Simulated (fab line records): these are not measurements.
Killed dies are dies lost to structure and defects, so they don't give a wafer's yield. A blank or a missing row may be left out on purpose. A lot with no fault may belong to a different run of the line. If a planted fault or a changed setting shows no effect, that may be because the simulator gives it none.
fab line records / flow gf180mcu
record: lots: 5 wafers: 23
route steps=602 shown PASSIVATION@587
start-h: the number of hours between the record's first day and the start of the first shown wafer of the lot / wait-h: hours elapsed since this lot's preceding step / " as in the row above / L1.1+2: several wafers, shown together as one row / - value missing, or start not given / * or withheld: withheld / < > ~ a bound
route shown NAME@n: NAME is a module with steps in the file, n the number in the route of the first one / usual: mean and standard deviation over wafers with no fault / same: alike in all rows / chamber/n: place in a boat / sites: per-site readings / _std_site: standard deviation across them / _edge_site: inner sites' mean taken away from outer sites' mean / radius-mm: how far each site lies from the wafer's centre / mask NAME#n: copy n / behind: the tool/chamber that last shaped the wafer / hold: cause of the lot's hold/its duration in hours/its outcome / device: transistor that didn't switch, given as n, p or np / end of line: at the end of the route, the tests of the same wafers / a step without rows: its recipe alone / killed: dies that structure and defects cost at the first sort, which is not the same as the wafer's yield / map: per-die view of a wafer (x killed, . not killed, _ where there is no die)
set.NAME: the setting as run; set.NAME@STEP: as run at that earlier step / model.NAME: the simulator's own value behind a step, which no gauge read
lots where settings were altered on purpose, with a table for each step and a row for each wafer
== steps ==
step: GF_PASSIVATION_CVD_00
recipe: material: SiO2 target-thk-nm: 1000 precursor: TEOS temp-c: 400 time-s: 111.95 rf-w: 600
lot.wafer=L076.2 tool=pecvd-04 chamber=2 start-h=661.48 wait-h=0.0 set.time-s=97 model.SiO2_of_PASSIVATION_CVD_00.thk-nm=865.7
lot.wafer=L076.3 tool=pecvd-04 chamber=1 start-h=661.48 wait-h=0.0 set.time-s=111.95 model.SiO2_of_PASSIVATION_CVD_00.thk-nm=984.2
lot.wafer=L076.4 tool=pecvd-04 chamber=2 start-h=661.48 wait-h=0.0 set.time-s=97 model.SiO2_of_PASSIVATION_CVD_00.thk-nm=875
lot.wafer=L076.5 tool=pecvd-04 chamber=0 start-h=661.48 wait-h=0.0 set.time-s=97 model.SiO2_of_PASSIVATION_CVD_00.thk-nm=875.6
lot.wafer=L076.6 tool=pecvd-04 chamber=1 start-h=661.48 wait-h=0.0 set.time-s=111.95 model.SiO2_of_PASSIVATION_CVD_00.thk-nm=1009
lot.wafer=L077.1 tool=pecvd-02 chamber=1 start-h=676.47 wait-h=0.0 set.time-s=111.95 model.SiO2_of_PASSIVATION_CVD_00.thk-nm=978.8
lot.wafer=L077.2 tool=pecvd-02 chamber=0 start-h=676.47 wait-h=0.0 set.time-s=111.95 model.SiO2_of_PASSIVATION_CVD_00.thk-nm=982.7
lot.wafer=L077.6 tool=pecvd-02 chamber=2 start-h=676.47 wait-h=0.0 set.time-s=111.95 model.SiO2_of_PASSIVATION_CVD_00.thk-nm=993.2
lot.wafer=L080.1 tool=pecvd-02 chamber=2 start-h=700.01 wait-h=0.0 set.time-s=100.1 model.SiO2_of_PASSIVATION_CVD_00.thk-nm=884.9
lot.wafer=L080.2 tool=pecvd-02 chamber=1 start-h=700.01 wait-h=0.0 set.time-s=111.95 model.SiO2_of_PASSIVATION_CVD_00.thk-nm=991.4
lot.wafer=L080.3 tool=pecvd-02 chamber=0 start-h=700.01 wait-h=0.0 set.time-s=100.1 model.SiO2_of_PASSIVATION_CVD_00.thk-nm=883
lot.wafer=L080.5 tool=pecvd-02 chamber=1 start-h=700.01 wait-h=0.0 set.time-s=111.95 model.SiO2_of_PASSIVATION_CVD_00.thk-nm=996.6
lot.wafer=L080.6 tool=pecvd-02 chamber=0 start-h=700.01 wait-h=0.0 set.time-s=100.1 model.SiO2_of_PASSIVATION_CVD_00.thk-nm=910.1
lot.wafer=L082.1 tool=pecvd-02 chamber=2 start-h=706.55 wait-h=0.0 set.time-s=111.95 model.SiO2_of_PASSIVATION_CVD_00.thk-nm=1005
lot.wafer=L082.2 tool=pecvd-02 chamber=1 start-h=706.55 wait-h=0.0 set.time-s=124.6 model.SiO2_of_PASSIVATION_CVD_00.thk-nm=1102
lot.wafer=L082.3 tool=pecvd-02 chamber=0 start-h=706.55 wait-h=0.0 set.time-s=124.6 model.SiO2_of_PASSIVATION_CVD_00.thk-nm=1109
lot.wafer=L082.5 tool=pecvd-02 chamber=2 start-h=706.55 wait-h=0.0 set.time-s=111.95 model.SiO2_of_PASSIVATION_CVD_00.thk-nm=1002
lot.wafer=L082.6 tool=pecvd-02 chamber=1 start-h=706.55 wait-h=0.0 set.time-s=124.6 model.SiO2_of_PASSIVATION_CVD_00.thk-nm=1130
lot.wafer=L084.1 tool=pecvd-02 chamber=2 start-h=729.90 wait-h=0.0 set.time-s=111.95 model.SiO2_of_PASSIVATION_CVD_00.thk-nm=979.5
lot.wafer=L084.2 tool=pecvd-02 chamber=1 start-h=729.90 wait-h=0.0 set.time-s=111.95 model.SiO2_of_PASSIVATION_CVD_00.thk-nm=984
lot.wafer=L084.3 tool=pecvd-02 chamber=0 start-h=729.90 wait-h=0.0 set.time-s=111.95 model.SiO2_of_PASSIVATION_CVD_00.thk-nm=997.1
lot.wafer=L084.5 tool=pecvd-02 chamber=1 start-h=729.90 wait-h=0.0 set.time-s=111.95 model.SiO2_of_PASSIVATION_CVD_00.thk-nm=990.5
lot.wafer=L084.6 tool=pecvd-02 chamber=2 start-h=729.90 wait-h=0.0 set.time-s=111.95 model.SiO2_of_PASSIVATION_CVD_00.thk-nm=1001
step: GF_PASSIVATION_THK_MEAS_01
recipe: reads: SiO2_of_PASSIVATION_CVD_00
usual: PASSIVATION_CVD_00_THK: 998/10
lot.wafer=L076.2 tool=film-metro-03 chamber=- start-h=661.57 wait-h=0.0 set.time-s@PASSIVATION_CVD_00=97 PASSIVATION_CVD_00_THK[nm]=866
lot.wafer=L076.3 tool=film-metro-03 chamber=- start-h=661.57 wait-h=0.0 set.time-s@PASSIVATION_CVD_00=111.95 PASSIVATION_CVD_00_THK[nm]=985
lot.wafer=L076.4 tool=film-metro-03 chamber=- start-h=661.57 wait-h=0.0 set.time-s@PASSIVATION_CVD_00=97 PASSIVATION_CVD_00_THK[nm]=874
lot.wafer=L076.5 tool=film-metro-03 chamber=- start-h=661.57 wait-h=0.0 set.time-s@PASSIVATION_CVD_00=97 PASSIVATION_CVD_00_THK[nm]=876
lot.wafer=L076.6 tool=film-metro-03 chamber=- start-h=661.57 wait-h=0.0 set.time-s@PASSIVATION_CVD_00=111.95 PASSIVATION_CVD_00_THK[nm]=1009
lot.wafer=L077.1 tool=film-metro-02 chamber=- start-h=676.55 wait-h=0.0 set.time-s@PASSIVATION_CVD_00=111.95 PASSIVATION_CVD_00_THK[nm]=979
lot.wafer=L077.2 tool=film-metro-02 chamber=- start-h=676.55 wait-h=0.0 set.time-s@PASSIVATION_CVD_00=111.95 PASSIVATION_CVD_00_THK[nm]=983
lot.wafer=L077.6 tool=film-metro-02 chamber=- start-h=676.55 wait-h=0.0 set.time-s@PASSIVATION_CVD_00=111.95 PASSIVATION_CVD_00_THK[nm]=993
lot.wafer=L080.1 tool=film-metro-03 chamber=- start-h=700.09 wait-h=0.0 set.time-s@PASSIVATION_CVD_00=100.1 PASSIVATION_CVD_00_THK[nm]=885
lot.wafer=L080.2 tool=film-metro-03 chamber=- start-h=700.09 wait-h=0.0 set.time-s@PASSIVATION_CVD_00=111.95 PASSIVATION_CVD_00_THK[nm]=991
lot.wafer=L080.3 tool=film-metro-03 chamber=- start-h=700.09 wait-h=0.0 set.time-s@PASSIVATION_CVD_00=100.1 PASSIVATION_CVD_00_THK[nm]=883
lot.wafer=L080.5 tool=film-metro-03 chamber=- start-h=700.09 wait-h=0.0 set.time-s@PASSIVATION_CVD_00=111.95 PASSIVATION_CVD_00_THK[nm]=997
lot.wafer=L080.6 tool=film-metro-03 chamber=- start-h=700.09 wait-h=0.0 set.time-s@PASSIVATION_CVD_00=100.1 PASSIVATION_CVD_00_THK[nm]=910
lot.wafer=L082.1 tool=film-metro-03 chamber=- start-h=706.63 wait-h=0.0 set.time-s@PASSIVATION_CVD_00=111.95 PASSIVATION_CVD_00_THK[nm]=1005
lot.wafer=L082.2 tool=film-metro-03 chamber=- start-h=706.63 wait-h=0.0 set.time-s@PASSIVATION_CVD_00=124.6 PASSIVATION_CVD_00_THK[nm]=1103
lot.wafer=L082.3 tool=film-metro-03 chamber=- start-h=706.63 wait-h=0.0 set.time-s@PASSIVATION_CVD_00=124.6 PASSIVATION_CVD_00_THK[nm]=1109
lot.wafer=L082.5 tool=film-metro-03 chamber=- start-h=706.63 wait-h=0.0 set.time-s@PASSIVATION_CVD_00=111.95 PASSIVATION_CVD_00_THK[nm]=1001
lot.wafer=L082.6 tool=film-metro-03 chamber=- start-h=706.63 wait-h=0.0 set.time-s@PASSIVATION_CVD_00=124.6 PASSIVATION_CVD_00_THK[nm]=1130
lot.wafer=L084.1 tool=film-metro-03 chamber=- start-h=729.98 wait-h=0.0 set.time-s@PASSIVATION_CVD_00=111.95 PASSIVATION_CVD_00_THK[nm]=980
lot.wafer=L084.2 tool=film-metro-03 chamber=- start-h=729.98 wait-h=0.0 set.time-s@PASSIVATION_CVD_00=111.95 PASSIVATION_CVD_00_THK[nm]=984
lot.wafer=L084.3 tool=film-metro-03 chamber=- start-h=729.98 wait-h=0.0 set.time-s@PASSIVATION_CVD_00=111.95 PASSIVATION_CVD_00_THK[nm]=998
lot.wafer=L084.5 tool=film-metro-03 chamber=- start-h=729.98 wait-h=0.0 set.time-s@PASSIVATION_CVD_00=111.95 PASSIVATION_CVD_00_THK[nm]=990
lot.wafer=L084.6 tool=film-metro-03 chamber=- start-h=729.98 wait-h=0.0 set.time-s@PASSIVATION_CVD_00=111.95 PASSIVATION_CVD_00_THK[nm]=1002
step: GF_PASSIVATION_DEVELOP_10
recipe: develop-time-s: 60 dev-temp-c: 23
lot.wafer=L076.2+4 tool=litho-track-03 chamber=0 start-h=- wait-h=- set.develop-time-s=60
lot.wafer=L076.3+5+6 tool=litho-track-03 chamber=0 start-h=- wait-h=- set.develop-time-s=64.99
lot.wafer=L077.1+2+6 tool=litho-track-03 chamber=0 start-h=- wait-h=- set.develop-time-s=60
lot.wafer=L080.1+2+3 tool=litho-track-02 chamber=0 start-h=- wait-h=- set.develop-time-s=60
lot.wafer=L080.5+6 tool=litho-track-02 chamber=0 start-h=- wait-h=- set.develop-time-s=57.72
lot.wafer=L082.1+2+3+5+6 tool=litho-track-02 chamber=0 start-h=- wait-h=- set.develop-time-s=60
lot.wafer=L084.1+2+3 tool=litho-track-02 chamber=0 start-h=- wait-h=- set.develop-time-s=66.85
lot.wafer=L084.5+6 tool=litho-track-02 chamber=0 start-h=- wait-h=- set.develop-time-s=60
step: GF_PASSIVATION_ETCH_11
recipe: chemistry: CF4/O2 target-depth-nm: 1800 stop-on: TiN source-w: 832 bias-w: 150 pressure-mtorr: 150 cf4-flow-sccm: 80 O2_flow_sccm: 10 time-s: 400
usual: oes-product-au: 0.964/0.0067
lot.wafer=L076.2 tool=rie-diel-01 chamber=3 start-h=681.34 wait-h=- set.time-s@PASSIVATION_CVD_00=97 oes-product-au=0.907 model.PASSIVATION.feature-depth-nm=1556
lot.wafer=L076.3 tool=rie-diel-01 chamber=1 start-h=681.34 wait-h=- set.time-s@PASSIVATION_CVD_00=111.95 oes-product-au=0.957 model.PASSIVATION.feature-depth-nm=1685
lot.wafer=L076.4 tool=rie-diel-01 chamber=0 start-h=681.34 wait-h=- set.time-s@PASSIVATION_CVD_00=97 oes-product-au=0.919 model.PASSIVATION.feature-depth-nm=1581
lot.wafer=L076.5 tool=rie-diel-01 chamber=0 start-h=681.34 wait-h=- set.time-s@PASSIVATION_CVD_00=97 oes-product-au=0.929 model.PASSIVATION.feature-depth-nm=1597
lot.wafer=L076.6 tool=rie-diel-01 chamber=3 start-h=681.34 wait-h=- set.time-s@PASSIVATION_CVD_00=111.95 oes-product-au=0.962 model.PASSIVATION.feature-depth-nm=1718
lot.wafer=L077.1 tool=rie-diel-03 chamber=2 start-h=694.99 wait-h=- set.time-s@PASSIVATION_CVD_00=111.95 oes-product-au=0.955 model.PASSIVATION.feature-depth-nm=1669
lot.wafer=L077.2 tool=rie-diel-03 chamber=3 start-h=694.99 wait-h=- set.time-s@PASSIVATION_CVD_00=111.95 oes-product-au=0.962 model.PASSIVATION.feature-depth-nm=1685
lot.wafer=L077.6 tool=rie-diel-03 chamber=0 start-h=694.99 wait-h=- set.time-s@PASSIVATION_CVD_00=111.95 oes-product-au=0.969 model.PASSIVATION.feature-depth-nm=1700
lot.wafer=L080.1 tool=rie-diel-04 chamber=0 start-h=718.37 wait-h=- set.time-s@PASSIVATION_CVD_00=100.1 oes-product-au=0.929 model.PASSIVATION.feature-depth-nm=1594
lot.wafer=L080.2 tool=rie-diel-04 chamber=2 start-h=718.37 wait-h=- set.time-s@PASSIVATION_CVD_00=111.95 oes-product-au=0.966 model.PASSIVATION.feature-depth-nm=1693
lot.wafer=L080.3 tool=rie-diel-04 chamber=3 start-h=718.37 wait-h=- set.time-s@PASSIVATION_CVD_00=100.1 oes-product-au=0.935 model.PASSIVATION.feature-depth-nm=1587
lot.wafer=L080.5 tool=rie-diel-04 chamber=3 start-h=718.37 wait-h=- set.time-s@PASSIVATION_CVD_00=111.95 oes-product-au=0.973 model.PASSIVATION.feature-depth-nm=1713
lot.wafer=L080.6 tool=rie-diel-04 chamber=2 start-h=718.37 wait-h=- set.time-s@PASSIVATION_CVD_00=100.1 oes-product-au=0.935 model.PASSIVATION.feature-depth-nm=1627
lot.wafer=L082.1 tool=rie-diel-03 chamber=3 start-h=724.47 wait-h=- set.time-s@PASSIVATION_CVD_00=111.95 oes-product-au=0.962 model.PASSIVATION.feature-depth-nm=1693
lot.wafer=L082.2 tool=rie-diel-03 chamber=2 start-h=724.47 wait-h=- set.time-s@PASSIVATION_CVD_00=124.6 oes-product-au=0.994 model.PASSIVATION.feature-depth-nm=1792
lot.wafer=L082.3 tool=rie-diel-03 chamber=0 start-h=724.47 wait-h=- set.time-s@PASSIVATION_CVD_00=124.6 oes-product-au=0.996 model.PASSIVATION.feature-depth-nm=1800
lot.wafer=L082.5 tool=rie-diel-03 chamber=2 start-h=724.47 wait-h=- set.time-s@PASSIVATION_CVD_00=111.95 oes-product-au=0.963 model.PASSIVATION.feature-depth-nm=1700
lot.wafer=L082.6 tool=rie-diel-03 chamber=1 start-h=724.47 wait-h=- set.time-s@PASSIVATION_CVD_00=124.6 oes-product-au=1.007 model.PASSIVATION.feature-depth-nm=1833
lot.wafer=L084.1 tool=rie-diel-01 chamber=2 start-h=747.37 wait-h=- set.time-s@PASSIVATION_CVD_00=111.95 oes-product-au=0.961 model.PASSIVATION.feature-depth-nm=1680
lot.wafer=L084.2 tool=rie-diel-01 chamber=3 start-h=747.37 wait-h=- set.time-s@PASSIVATION_CVD_00=111.95 oes-product-au=0.965 model.PASSIVATION.feature-depth-nm=1683
lot.wafer=L084.3 tool=rie-diel-01 chamber=0 start-h=747.37 wait-h=- set.time-s@PASSIVATION_CVD_00=111.95 oes-product-au=0.960 model.PASSIVATION.feature-depth-nm=1698
lot.wafer=L084.5 tool=rie-diel-01 chamber=2 start-h=747.37 wait-h=- set.time-s@PASSIVATION_CVD_00=111.95 oes-product-au=0.963 model.PASSIVATION.feature-depth-nm=1710
lot.wafer=L084.6 tool=rie-diel-01 chamber=3 start-h=747.37 wait-h=- set.time-s@PASSIVATION_CVD_00=111.95 oes-product-au=0.961 model.PASSIVATION.feature-depth-nm=1709
== key ==
split: step: GF_PASSIVATION_CVD_00 setting: time-s stated: 111.95 by: wafer
response: step: GF_PASSIVATION_CVD_00 reading: model.SiO2_of_PASSIVATION_CVD_00.thk-nm change: +9.54 per: 1% r: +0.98
response: step: GF_PASSIVATION_THK_MEAS_01 reading: PASSIVATION_CVD_00_THK change: +9.55 per: 1% r: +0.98
response: step: GF_PASSIVATION_ETCH_11 reading: oes-product-au change: +0.00321 per: 1% r: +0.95
response: step: GF_PASSIVATION_ETCH_11 reading: model.PASSIVATION.feature-depth-nm change: +9.54 per: 1% r: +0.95
split: step: GF_PASSIVATION_DEVELOP_10 setting: develop-time-s stated: 60 by: wafer
response none clear
